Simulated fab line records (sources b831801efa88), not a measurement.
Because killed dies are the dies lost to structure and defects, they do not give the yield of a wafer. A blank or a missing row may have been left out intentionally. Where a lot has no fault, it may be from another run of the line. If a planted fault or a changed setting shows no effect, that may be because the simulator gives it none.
Which of the tools did it? -- flow sky130 -- 11 lots (33 wafers sampled), 1 step of a 708-step route

== WHAT EACH GAUGE READ, for each wafer ==
SKY_POLY_CUT_CD_MEAS_08: target cd 270 nm.
lot,measured,on,cdNm (nm)
L612,day 26 05:41,cdSem-01,270.8 270.5 270.8
L616,day 27 04:56,cdSem-01,267.9 266.2 266.5
L615,day 27 05:08,cdSem-01,271.5 271.4 271.9
L618,day 27 08:29,cdSem-02,271.4 270.9 271.4
L617,day 27 09:48,cdSem-01,270.8 270.7 271.4
L619,day 27 23:32,cdSem-01,268.6 268.5 267.8
L620,day 28 03:47,cdSem-02,269.9 271.5 269.5
L625,day 29 16:40,cdSem-02,268.7 269.0 269.0
L626,day 30 03:16,cdSem-01,271.9 271.6 272.0
L627,day 31 00:55,cdSem-01,270.6 269.7 269.8
L628,day 31 11:15,cdSem-01,273.8 273.2 273.1

== WHICH TOOL RAN EACH LOT (tool, then ch and the chambers of the sampled wafers, then the start) ==
There is no process step in the record ahead of these readings.

== THE ANSWER, worked out from the rows above alone ==
Rule: what is usual is taken from the lots themselves. The widest of any qualifying gaps counts: lots, ordered by their means at a reading, are off when they make up no more than a third of the lots, leave a main group of 4 or more, and stand apart from it by 3 or more times the standard deviation of that group's means. The tables above print the reading to a certain number of digits; a main group whose means all agree to those digits is not used. Also off: a lot with no number at a reading for which 4 or more lots have one. Any other lot the step has rows for is counted as sound.
Nothing can be told from this: no lot is off at any reading shown.

== WHAT THE SIMULATOR HAD PUT IN ==
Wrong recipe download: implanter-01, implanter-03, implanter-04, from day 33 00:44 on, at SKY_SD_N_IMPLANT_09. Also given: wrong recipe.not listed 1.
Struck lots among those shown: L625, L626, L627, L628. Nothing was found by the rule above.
